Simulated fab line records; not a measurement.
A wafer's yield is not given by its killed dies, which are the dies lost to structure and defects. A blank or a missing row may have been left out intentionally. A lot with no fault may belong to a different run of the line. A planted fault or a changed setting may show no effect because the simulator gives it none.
Chamber matching || flow sky130 || rie diel-02 running SKY_VIA3_ETCH_15: 4 sister chambers
The step etches SiO2 in C4F8/O2/Ar, stops on TiN, target depth 507 nm, time 78 s. 4 wafers are shown with their chamber, then 12 later ones without.

== WAFERS WITH THEIR CHAMBER ==
{"wafer": "L085.6", "chamber": 1, "oes product au (a.u.)": 0.951}
{"wafer": "L088.1", "chamber": 2, "oes product au (a.u.)": 0.945}
{"wafer": "L088.4", "chamber": 0, "oes product au (a.u.)": 0.947}
{"wafer": "L088.5", "chamber": 3, "oes product au (a.u.)": 0.949}

== WAFERS WITH NO CHAMBER GIVEN ==
{"wafer": "L092.3", "oes product au (a.u.)": 0.942}
{"wafer": "L092.5", "oes product au (a.u.)": 0.953}
{"wafer": "L092.6", "oes product au (a.u.)": 0.945}
{"wafer": "L095.2", "oes product au (a.u.)": 0.944}
{"wafer": "L095.3", "oes product au (a.u.)": 0.947}
{"wafer": "L095.5", "oes product au (a.u.)": 0.938}
{"wafer": "L096.1", "oes product au (a.u.)": 0.946}
{"wafer": "L096.2", "oes product au (a.u.)": 0.950}
{"wafer": "L096.3", "oes product au (a.u.)": 0.948}
{"wafer": "L096.4", "oes product au (a.u.)": 0.948}
{"wafer": "L096.5", "oes product au (a.u.)": 0.937}
{"wafer": "L096.6", "oes product au (a.u.)": 0.949}

== THE CHAMBER EACH PASSED THROUGH ==
{"wafer": "L092.3", "from the rows above": "can't be placed: 2 or 0 or 3 or 1", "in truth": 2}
{"wafer": "L092.5", "from the rows above": "can't be placed: 1 or 3 or 0 or 2", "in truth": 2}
{"wafer": "L092.6", "from the rows above": "can't be placed: 2 or 0 or 3 or 1", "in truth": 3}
{"wafer": "L095.2", "from the rows above": "can't be placed: 2 or 0 or 3 or 1", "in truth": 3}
{"wafer": "L095.3", "from the rows above": "can't be placed: 0 or 2 or 3 or 1", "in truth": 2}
{"wafer": "L095.5", "from the rows above": "can't be placed: 2 or 0 or 3 or 1", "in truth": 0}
{"wafer": "L096.1", "from the rows above": "can't be placed: 0 or 2 or 3 or 1", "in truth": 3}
{"wafer": "L096.2", "from the rows above": "can't be placed: 1 or 3 or 0 or 2", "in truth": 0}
{"wafer": "L096.3", "from the rows above": "can't be placed: 0 or 3 or 1 or 2", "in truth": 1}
{"wafer": "L096.4", "from the rows above": "can't be placed: 0 or 3 or 1 or 2", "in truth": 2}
{"wafer": "L096.5", "from the rows above": "can't be placed: 2 or 0 or 3 or 1", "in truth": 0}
{"wafer": "L096.6", "from the rows above": "can't be placed: 3 or 0 or 1 or 2", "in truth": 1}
0 of 12 placed correctly. Unplaceable from these rows: 12, with the true chamber sitting among the candidates in 12. 0 placed wrongly.
How it was worked out, from the rows above alone: a wafer's distance from a chamber is the root of the sum, over the readings, of the square of ((its reading less the chamber's mean) divided by the reading's scatter). If the next closest chamber is less than 2 further off than the closest, the wafer can't be placed; otherwise it belongs to the closest. A chamber's mean is the mean of its shown wafers. The scatter: root of mean squared gap, hidden wafer to nearest shown wafer, with one shown wafer a chamber.
